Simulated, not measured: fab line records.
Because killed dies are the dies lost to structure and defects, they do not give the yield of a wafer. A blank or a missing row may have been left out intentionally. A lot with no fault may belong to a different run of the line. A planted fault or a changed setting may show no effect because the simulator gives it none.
Which tool did it?	flow sky130	7 lots with 21 wafers sampled at 3 steps, on a route of 708 steps

WHAT THE GAUGES READ, wafer by wafer
SKY_VIA3_CD_MEAS_12: target cd 200 nm.
lot	measured	on	cdNm (nm)
L574	day 39 17:53	cdSem-01	199.6 200.7 201.2
L577	day 40 22:04	cdSem-01	199.1 200.9 201.4
L580	day 41 21:02	cdSem-02	202.8 203.2 202.3
L582	day 42 08:54	cdSem-02	201.8 202.8 201.6
L592	day 45 03:24	cdSem-01	176.8 195.6 176.8
L594	day 45 16:25	cdSem-01	197.9 198.4 198.9
L596	day 46 06:53	cdSem-02	198.5 199.7 198.6

EACH LOT AND THE TOOL THAT RAN IT (in order: tool; ch and the chambers of the sampled wafers; start)
lot	SKY_METAL3_ETCH_16	SKY_VIA3_EXPOSE_09
L574	rieMetal-03 ch 0,1, day 38 15:52	krfScanner-02 ch 0, day 39 06:01
L577	rieMetal-03 ch 0, day 39 20:52	krfScanner-02 ch 0, day 40 10:07
L580	rieMetal-04 ch 0,1, day 40 19:56	krfScanner-02 ch 0, day 41 09:36
L582	rieMetal-03 ch 1, day 41 07:11	krfScanner-02 ch 0, day 41 20:59
L592	rieMetal-04 ch 0,1, day 44 04:02	krfScanner-02 ch 0, day 44 17:21
L594	rieMetal-01 ch 0,1, day 44 17:25	krfScanner-01 ch 0, day 45 05:40
L596	rieMetal-01 ch 1, day 45 08:38	krfScanner-01 ch 0, day 45 20:53
- SKY_METAL3_ETCH_16: etches BARC in N2/H2, stops on SiO2, time 88.2 s, target depth 60 nm.
- SKY_VIA3_EXPOSE_09: exposes mask VIM3, target cd 200 nm.

THE ANSWER, worked out from the rows above alone
Rule: the lots themselves supply what counts as usual. The widest of any qualifying gaps counts: lots, ordered by their means at a reading, are off when they make up no more than a third of the lots, leave a main group of 4 or more, and stand apart from it by 3 or more times the standard deviation of that group's means. A main group whose means are all the same, to the digits that the tables above print for the reading, isn't used. A lot without any number at a reading at which 4 lots or more have one is off too. Where the step has rows for the other lots, those lots are counted as sound.
Off at SKY_VIA3_CD_MEAS_12 (cdNm): L592. Main group: mean 200.5 nm, sd 1.6.
If a tool, at a process step before that reading, ran all the lots that are off and no sound lot after the first of them, it fits. The gauges at SKY_VIA3_CD_MEAS_12 are tried like those tools. Can't be told from this: 2 tools fit, rieMetal-04 at SKY_METAL3_ETCH_16, krfScanner-02 at SKY_VIA3_EXPOSE_09.

WHAT THE SIMULATOR HAD PUT IN
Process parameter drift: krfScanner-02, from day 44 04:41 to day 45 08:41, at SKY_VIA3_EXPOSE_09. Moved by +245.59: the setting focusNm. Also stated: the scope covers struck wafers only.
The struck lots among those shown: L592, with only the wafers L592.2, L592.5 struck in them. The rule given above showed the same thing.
